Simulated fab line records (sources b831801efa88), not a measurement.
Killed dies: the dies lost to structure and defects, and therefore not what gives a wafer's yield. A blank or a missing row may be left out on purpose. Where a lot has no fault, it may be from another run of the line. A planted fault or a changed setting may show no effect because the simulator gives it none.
What tool caused it? | flow sky130 | 24 lots, 72 wafers sampled, at 6 steps of a route of 708

## WHAT THE GAUGES SHOWED, per wafer
SKY_POLY_CUT_OVL_MEAS_09. Usual: POLY_CUT_OVL gives 2 nm (standard deviation 5.5).
lot  | measured     | on         | POLY_CUT_OVL (nm) | flag
L074 | day 24 01:46 | overlay-01 | -3 7 3            |
L075 | day 24 08:01 | overlay-01 | -1 -7 3           |
L076 | day 24 17:01 | overlay-01 | 2 6 4             |
L077 | day 25 04:35 | overlay-02 | 12 10 6           |
L078 | day 25 13:14 | overlay-01 | 4 -1 5            |
L079 | day 26 01:19 | overlay-02 | -2 -3 -4          |
L080 | day 26 02:31 | overlay-01 | -4 14 0           |
L081 | day 26 20:11 | overlay-02 | -7 6 -3           |
L082 | day 27 09:58 | overlay-02 | 6 -7 4            |
L083 | day 27 15:22 | overlay-01 | -1 -3 0           |
L084 | day 27 21:46 | overlay-01 | 2 -4 -5           |
L085 | day 28 01:28 | overlay-02 | 9 11 11           |
L086 | day 28 14:13 | overlay-02 | 3 9 3             |
L087 | day 28 23:43 | overlay-02 | 7 5 10            |
L088 | day 29 01:38 | overlay-02 | -10 -5 3          |
L089 | day 29 17:40 | overlay-01 | 11 10 4           |
L090 | day 29 21:25 | overlay-01 | 0 -5 10           |
L091 | day 30 06:01 | overlay-02 | 2 4 4             |
L092 | day 30 08:28 | overlay-02 | -3 -4 3           |
L094 | day 31 06:10 | overlay-02 | -1 3 -3           |
L093 | day 31 09:47 | overlay-02 | 5 5 -10           |
L095 | day 31 11:55 | overlay-01 | 8 -4 7            |
L096 | day 31 17:26 | overlay-02 | 5 -2 3            |
L097 | day 31 22:31 | overlay-02 | -3 2 0            |

SKY_VIA2_CD_MEAS_12: the cd target is 200 nm. Usual: cd_nm reads 200.2 nm (standard deviation 1.6).
lot  | measured     | on        | cd_nm (nm)        | flag
L074 | day 36 05:01 | cd_sem-02 | 200.3 199.8 199.7 |
L075 | day 36 09:28 | cd_sem-01 | 201.8 201.2 202.1 |
L076 | day 36 18:32 | cd_sem-02 | 202.3 200.3 201.9 |
L077 | day 37 00:59 | cd_sem-02 | 198.5 198.4 198.9 |
L078 | day 37 10:53 | cd_sem-02 | 203.4 201.4 201.0 |
L079 | day 37 21:47 | cd_sem-02 | 197.2 196.6 195.8 |
L080 | day 37 23:59 | cd_sem-01 | 204.3 202.6 202.4 |
L081 | day 38 12:37 | cd_sem-02 | 199.1 199.5 199.1 |
L082 | day 39 03:10 | cd_sem-01 | 199.8 201.5 199.5 |
L083 | day 39 06:26 | cd_sem-02 | 200.0 199.2 199.9 |
L084 | day 39 13:35 | cd_sem-02 | 199.5 199.7 199.2 |
L085 | day 39 16:19 | cd_sem-02 | 200.2 200.5 199.3 |
L086 | day 40 03:34 | cd_sem-02 | 200.1 201.0 200.2 |
L087 | day 40 10:16 | cd_sem-01 | 201.1 201.0 201.7 |
L088 | day 40 12:19 | cd_sem-02 | 201.1 202.1 201.0 |
L089 | day 41 01:08 | cd_sem-02 | 199.8 199.4 199.9 |
L090 | day 41 05:38 | cd_sem-02 | 198.9 198.9 200.4 |
L091 | day 41 13:07 | cd_sem-02 | 200.7 200.8 200.3 |
L092 | day 41 16:13 | cd_sem-02 | 197.9 198.1 198.3 |
L094 | day 42 09:44 | cd_sem-01 | 202.7 202.7 203.3 |
L093 | day 42 12:07 | cd_sem-02 | 201.4 200.5 199.8 |
L095 | day 42 13:24 | cd_sem-01 | 198.6 197.9 198.5 |
L096 | day 42 18:54 | cd_sem-02 | 198.7 198.1 200.2 |
L097 | day 43 00:23 | cd_sem-01 | 201.6 200.7 201.0 |

SKY_PAD_OPEN_BOW_MEAS_13. Usual: PAD_OPEN_BOW gives 49 um (standard deviation 8.9).
lot  | measured     | on            | PAD_OPEN_BOW (um) | flag
L074 | day 45 16:16 | film_metro-02 | 52 56 48          |
L075 | day 45 19:26 | film_metro-04 | 59 48 58          |
L076 | day 46 01:58 | film_metro-04 | 48 32 32          |
L077 | day 46 08:25 | film_metro-03 | 55 59 50          |
L078 | day 46 14:23 | film_metro-04 | 52 62 50          |
L079 | day 47 00:16 | film_metro-02 | 41 41 49          |
L080 | day 47 03:16 | film_metro-02 | 64 49 55          |
L081 | day 47 13:48 | film_metro-03 | 66 57 62          |
L082 | day 47 23:41 | film_metro-04 | 57 65 61          |
L083 | day 48 03:19 | film_metro-04 | 27 37 49          |
L084 | day 48 07:35 | film_metro-04 | 41 41 48          |
L085 | day 48 09:16 | film_metro-04 | 34 49 35          |
L086 | day 48 19:42 | film_metro-04 | 46 44 41          |
L087 | day 48 23:36 | film_metro-04 | 53 28 33          |
L088 | day 49 03:49 | film_metro-03 | 47 48 61          |
L089 | day 49 09:11 | film_metro-03 | 69 48 65          |
L090 | day 49 13:55 | film_metro-02 | 51 46 49          |
L091 | day 49 19:17 | film_metro-02 | 48 53 65          |
L092 | day 49 21:41 | film_metro-03 | 57 48 47          |
L094 | day 50 11:14 | film_metro-04 | 43 45 47          |
L093 | day 50 13:33 | film_metro-02 | 58 58 48          |
L095 | day 50 15:02 | film_metro-02 | 51 47 39          |
L096 | day 50 17:59 | film_metro-04 | 49 60 54          |
L097 | day 50 20:19 | film_metro-04 | 50 47 50          |

## TOOL THAT RAN EACH LOT (tool first, then ch and the chambers of the sampled wafers, then the start)
lot  | SKY_METAL3_SPUTTER_03        | SKY_PASSIVATION_ETCH_11            | SKY_PASSIVATION_STRIP_12
L074 | pvd_sputter-02, day 36 06:40 | rie_diel-04 ch 1,2, day 44 16:20   | plasma_asher-02 ch 0,1, day 44 16:27
L075 | pvd_sputter-04, day 36 11:08 | rie_diel-01 ch 1,2,3, day 44 19:43 | plasma_asher-02 ch 0,1, day 44 19:49
L076 | pvd_sputter-04, day 36 20:09 | rie_diel-04 ch 0,2,3, day 45 02:44 | plasma_asher-02 ch 0,1, day 45 02:51
L077 | pvd_sputter-01, day 37 02:34 | rie_diel-04 ch 0,3, day 45 09:25   | plasma_asher-03 ch 0,1, day 45 09:32
L078 | pvd_sputter-01, day 37 12:30 | rie_diel-01 ch 0,1,3, day 45 15:46 | plasma_asher-03 ch 0,1, day 45 15:55
L079 | pvd_sputter-01, day 37 23:25 | rie_diel-04 ch 0,1,2, day 46 02:22 | plasma_asher-02 ch 0,1, day 46 02:29
L080 | pvd_sputter-01, day 38 01:35 | rie_diel-02 ch 0,1, day 46 05:07   | plasma_asher-02 ch 0,1, day 46 05:13
L081 | pvd_sputter-02, day 38 14:15 | rie_diel-04 ch 0,1, day 46 15:20   | plasma_asher-03 ch 0,1, day 46 15:26
L082 | pvd_sputter-04, day 39 04:45 | rie_diel-02 ch 0,2, day 47 01:58   | plasma_asher-03 ch 0,1, day 47 02:04
L083 | pvd_sputter-01, day 39 08:01 | rie_diel-01 ch 0,1,2, day 47 05:26 | plasma_asher-02 ch 0,1, day 47 05:32
L084 | pvd_sputter-01, day 39 15:11 | rie_diel-02 ch 1,2, day 47 09:46   | plasma_asher-03 ch 0,1, day 47 09:52
L085 | pvd_sputter-01, day 39 17:56 | rie_diel-04 ch 0,1,3, day 47 11:25 | plasma_asher-01 ch 1, day 47 11:31
L086 | pvd_sputter-01, day 40 05:13 | rie_diel-04 ch 0,2,3, day 47 23:17 | plasma_asher-02 ch 0,1, day 47 23:23
L087 | pvd_sputter-04, day 40 11:52 | rie_diel-01 ch 0,2,3, day 48 03:07 | plasma_asher-02 ch 0,1, day 48 03:15
L088 | pvd_sputter-04, day 40 16:17 | rie_diel-02 ch 2,3, day 48 07:14   | plasma_asher-01 ch 0,1, day 48 07:21
L089 | pvd_sputter-02, day 41 02:46 | rie_diel-02 ch 0,3, day 48 13:29   | plasma_asher-03 ch 0,1, day 48 13:36
L090 | pvd_sputter-04, day 41 07:14 | rie_diel-01 ch 0,3, day 48 18:11   | plasma_asher-02 ch 0,1, day 48 18:18
L091 | pvd_sputter-04, day 41 14:43 | rie_diel-02 ch 1,2,3, day 48 23:56 | plasma_asher-03 ch 0,1, day 49 00:03
L092 | pvd_sputter-04, day 41 17:50 | rie_diel-04 ch 1,2,3, day 49 02:31 | plasma_asher-03 ch 0,1, day 49 02:37
L094 | pvd_sputter-04, day 42 11:31 | rie_diel-04 ch 1,3, day 49 16:29   | plasma_asher-01 ch 0,1, day 49 16:36
L093 | pvd_sputter-04, day 42 13:41 | rie_diel-01 ch 1,2,3, day 49 18:30 | plasma_asher-01 ch 0,1, day 49 18:35
L095 | pvd_sputter-01, day 42 14:58 | rie_diel-02 ch 0,3, day 49 18:47   | plasma_asher-03 ch 0,1, day 49 18:56
L096 | pvd_sputter-04, day 42 20:29 | rie_diel-02 ch 0,1,3, day 49 23:00 | plasma_asher-01 ch 0,1, day 49 23:05
L097 | pvd_sputter-01, day 43 01:58 | rie_diel-02 ch 0,2,3, day 50 01:55 | plasma_asher-02 ch 0,1, day 50 02:03
- SKY_METAL3_SPUTTER_03: material Ti, target thk 5 nm, time 3.3 s.
- SKY_PASSIVATION_ETCH_11: etches the open film in CF4/O2, stops on AlCu, target depth 725 nm, time 161.1 s.
- SKY_PASSIVATION_STRIP_12: strips in O2/N2.

## AS READ BY THE TOOLS THEMSELVES (means over the sampled wafers that have a number; for cases with no such wafer, the mark the record gives instead)
SKY_METAL3_SPUTTER_03. Usual: throttle_valve_pct reads 30.2 % (standard deviation 1).
lot  | tool           | throttle_valve_pct (%) | flag
L074 | pvd_sputter-02 | 29.3                   |
L075 | pvd_sputter-04 | 30.0                   |
L076 | pvd_sputter-04 | 29.1                   |
L077 | pvd_sputter-01 | 30.2                   |
L078 | pvd_sputter-01 | 30.4                   |
L079 | pvd_sputter-01 | 30.3                   |
L080 | pvd_sputter-01 | 30.0                   |
L081 | pvd_sputter-02 | 30.6                   |
L082 | pvd_sputter-04 | 30.1                   |
L083 | pvd_sputter-01 | 29.8                   |
L084 | pvd_sputter-01 | 30.5                   |
L085 | pvd_sputter-01 | 30.1                   |
L086 | pvd_sputter-01 | 30.1                   |
L087 | pvd_sputter-04 | 29.1                   |
L088 | pvd_sputter-04 | 30.0                   |
L089 | pvd_sputter-02 | 30.0                   |
L090 | pvd_sputter-04 | 30.6                   |
L091 | pvd_sputter-04 | 30.1                   |
L092 | pvd_sputter-04 | 30.2                   |
L094 | pvd_sputter-04 | 30.7                   |
L093 | pvd_sputter-04 | 30.6                   |
L095 | pvd_sputter-01 | 29.8                   |
L096 | pvd_sputter-04 | 30.0                   |
L097 | pvd_sputter-01 | 30.0                   |

SKY_PASSIVATION_ETCH_11. Usual: drypump_motor_current_A 5.5 A, standard deviation 0.38; oes_product_au 0.976 a.u., standard deviation 0.0073; throttle_valve_pct 5.963 %, standard deviation 0.0095.
lot  | tool        | drypump_motor_current_A (A) | oes_product_au (a.u.) | throttle_valve_pct (%) | flag
L074 | rie_diel-04 | 5.5                         | 0.974                 | 5.967                  |
L075 | rie_diel-01 | 5.7                         | 0.967                 | 5.954                  |
L076 | rie_diel-04 | 5.4                         | 0.974                 | 5.963                  |
L077 | rie_diel-04 | 5.5                         | 0.978                 | 5.959                  |
L078 | rie_diel-01 | 5.7                         | 0.979                 | 5.959                  |
L079 | rie_diel-04 | 5.5                         | 0.973                 | 5.953                  |
L080 | rie_diel-02 | 5.5                         | 0.973                 | 5.963                  |
L081 | rie_diel-04 | 5.7                         | 0.975                 | 5.966                  |
L082 | rie_diel-02 | 5.3                         | 0.973                 | 5.968                  |
L083 | rie_diel-01 | 5.7                         | 0.980                 | 5.959                  |
L084 | rie_diel-02 | 5.8                         | 0.979                 | 5.961                  |
L085 | rie_diel-04 | 5.5                         | 0.974                 | 5.965                  |
L086 | rie_diel-04 | 5.3                         | 0.973                 | 5.965                  |
L087 | rie_diel-01 | 5.2                         | 0.970                 | 5.963                  |
L088 | rie_diel-02 | 5.6                         | 0.972                 | 5.950                  |
L089 | rie_diel-02 | 5.6                         | 0.980                 | 5.967                  |
L090 | rie_diel-01 | 5.2                         | 0.983                 | 5.973                  |
L091 | rie_diel-02 | 5.8                         | 0.975                 | 5.963                  |
L092 | rie_diel-04 | 5.3                         | 0.981                 | 5.964                  |
L094 | rie_diel-04 | 5.3                         | 0.976                 | 5.967                  |
L093 | rie_diel-01 | 5.7                         | 0.979                 | 5.965                  |
L095 | rie_diel-02 | 5.6                         | 0.974                 | 5.966                  |
L096 | rie_diel-02 | 5.7                         | 0.975                 | 5.963                  |
L097 | rie_diel-02 | 5.5                         | 0.977                 | 5.965                  |

SKY_PASSIVATION_STRIP_12. Usual: drypump_motor_current_A 5.7 A, standard deviation 0.33; n2_flow_sccm 299.9 sccm, standard deviation 0.95; oes_product_au 0.661 a.u., standard deviation 0.0051; strip_time_to_endpoint_s 31.58 s, standard deviation 0.16.
lot  | tool            | drypump_motor_current_A (A) | n2_flow_sccm (sccm) | oes_product_au (a.u.) | strip_time_to_endpoint_s (s) | flag
L074 | plasma_asher-02 | 5.7                         | 300.2               | 0.659                 | 31.65                        |
L075 | plasma_asher-02 | 5.9                         | 299.2               | 0.661                 | 31.58                        |
L076 | plasma_asher-02 | 5.7                         | 300.4               | 0.656                 | 31.45                        |
L077 | plasma_asher-03 | 5.7                         | 298.6               | 0.663                 | 31.58                        |
L078 | plasma_asher-03 | 5.7                         | 300.2               | 0.665                 | 31.64                        |
L079 | plasma_asher-02 | 5.7                         | 299.8               | 0.661                 | 31.53                        |
L080 | plasma_asher-02 | 5.7                         | 300.0               | 0.665                 | 31.28                        |
L081 | plasma_asher-03 | 5.7                         | 299.8               | 0.662                 | 31.51                        |
L082 | plasma_asher-03 | 5.9                         | 299.4               | 0.663                 | 31.51                        |
L083 | plasma_asher-02 | 5.7                         | 300.5               | 0.664                 | 31.39                        |
L084 | plasma_asher-03 | 5.7                         | 299.0               | 0.655                 | 31.60                        |
L085 | plasma_asher-01 | 5.1                         | 298.6               | 0.667                 | 31.49                        |
L086 | plasma_asher-02 | 5.7                         | 300.4               | 0.662                 | 31.75                        |
L087 | plasma_asher-02 | 5.7                         | 299.3               | 0.666                 | 31.34                        |
L088 | plasma_asher-01 | 5.3                         | 299.5               | 0.657                 | 31.82                        |
L089 | plasma_asher-03 | 5.7                         | 299.9               | 0.658                 | 31.40                        |
L090 | plasma_asher-02 | 5.7                         | 299.7               | 0.656                 | 31.50                        |
L091 | plasma_asher-03 | 5.8                         | 299.4               | 0.661                 | 31.68                        |
L092 | plasma_asher-03 | 5.7                         | 300.1               | 0.665                 | 31.83                        |
L094 | plasma_asher-01 | 5.6                         | 299.4               | 0.663                 | 31.68                        |
L093 | plasma_asher-01 | 5.4                         | 300.9               | 0.664                 | 31.57                        |
L095 | plasma_asher-03 | 5.7                         | 301.1               | 0.659                 | 31.87                        |
L096 | plasma_asher-01 | 5.6                         | 300.2               | 0.662                 | 31.69                        |
L097 | plasma_asher-02 | 5.9                         | 299.6               | 0.659                 | 31.60                        |

## THE ANSWER, worked out from the rows above alone
Rule: lot off if the mean of its wafers having a number is beyond 3 standard deviations from the usual mean. A lot without any number at a reading at which 4 lots or more have one is off too. Where the step has rows for the other lots, those lots are counted as sound. Order of review: gauges by route order, followed by the tools' own readings, for which a lot's mean as printed above is used. The first step at which some lot is off is used, and at that step the reading that is off furthest; a lot without a number counts as furthest.
None of the lots is off at any reading shown; this tells nothing.

## WHAT HAD BEEN PUT IN BY THE SIMULATOR
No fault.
